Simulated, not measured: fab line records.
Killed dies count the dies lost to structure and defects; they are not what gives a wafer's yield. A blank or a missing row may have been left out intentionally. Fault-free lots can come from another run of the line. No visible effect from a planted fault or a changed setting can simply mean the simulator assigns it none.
Which tool is to blame?	flow gf180mcu	7 lots, 21 wafers sampled, at 3 steps of a route of 602

WHAT THE GAUGES SHOWED, per wafer
GF_PSD_TW_MEAS_11.
lot	measured	on	PSD_TW
L260	day 14 10:18	film_metro-03	3186 3192 3193
L263	day 15 11:02	film_metro-03	3178 3189 3191
L268	day 17 13:05	film_metro-01	3116 3115 3119
L274	day 19 10:15	film_metro-03	30 30 30
L278	day 20 23:17	film_metro-04	3130 3136 3134
L280	day 21 13:47	film_metro-03	3204 3208 3180
L282	day 22 09:32	film_metro-03	3189 3190 3197

EACH LOT AND THE TOOL THAT RAN IT (in order: tool; ch and the chambers of the sampled wafers; start)
lot	GF_NSD_STRIP_11	GF_PSD_STRIP_10
L260	plasma_asher-01 ch 0,1, day 13 13:25	plasma_asher-02 ch 1, day 14 10:11
L263	plasma_asher-03 ch 1, day 14 13:22	plasma_asher-03 ch 0,1, day 15 10:55
L268	plasma_asher-03 ch 0,1, day 16 13:34	plasma_asher-01 ch 1, day 17 12:59
L274	plasma_asher-01 ch 0,1, day 18 10:16	plasma_asher-01 ch 0,1, day 19 10:10
L278	plasma_asher-04 ch 0,1, day 19 22:50	plasma_asher-03 ch 0,1, day 20 23:11
L280	plasma_asher-04 ch 0,1, day 20 13:31	plasma_asher-02 ch 0,1, day 21 13:41
L282	plasma_asher-03 ch 0,1, day 21 11:06	plasma_asher-01 ch 0,1, day 22 09:26
- GF_NSD_STRIP_11: strips in O2/N2.
- GF_PSD_STRIP_10: strips in O2/N2.

THE ANSWER, worked out from the rows above alone
Rule: the lots themselves supply what counts as usual. The widest of any qualifying gaps counts: lots, ordered by their means at a reading, are off when they make up no more than a third of the lots, leave a main group of 4 or more, and stand apart from it by 3 or more times the standard deviation of that group's means. The tables above print the reading to a certain number of digits; a main group whose means all agree to those digits is not used. Also off: a lot with no number at a reading for which 4 or more lots have one. Any other lot the step has rows for is counted as sound.
Off: L274, at GF_PSD_TW_MEAS_11 (PSD_TW). Main group: mean 3169, sd 32.
A tool fits if, at a process step before that reading, it ran every lot that is off, and no sound lot after the first of them. Those tools and the gauges at GF_PSD_TW_MEAS_11 are tried in the same way. One candidate fits, namely plasma_asher-01 at GF_NSD_STRIP_11. Its last sound lot is L260 (day 13 13:25), its first lot that is off L274 (day 18 10:16): a fault that began between those two fits.

WHAT WAS PUT IN BY THE SIMULATOR
Whole step skipped at GF_NSD_STRIP_11 on plasma_asher-01, starting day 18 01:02. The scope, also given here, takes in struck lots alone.
Lots struck among those shown: L274. Same finding as the rule above.
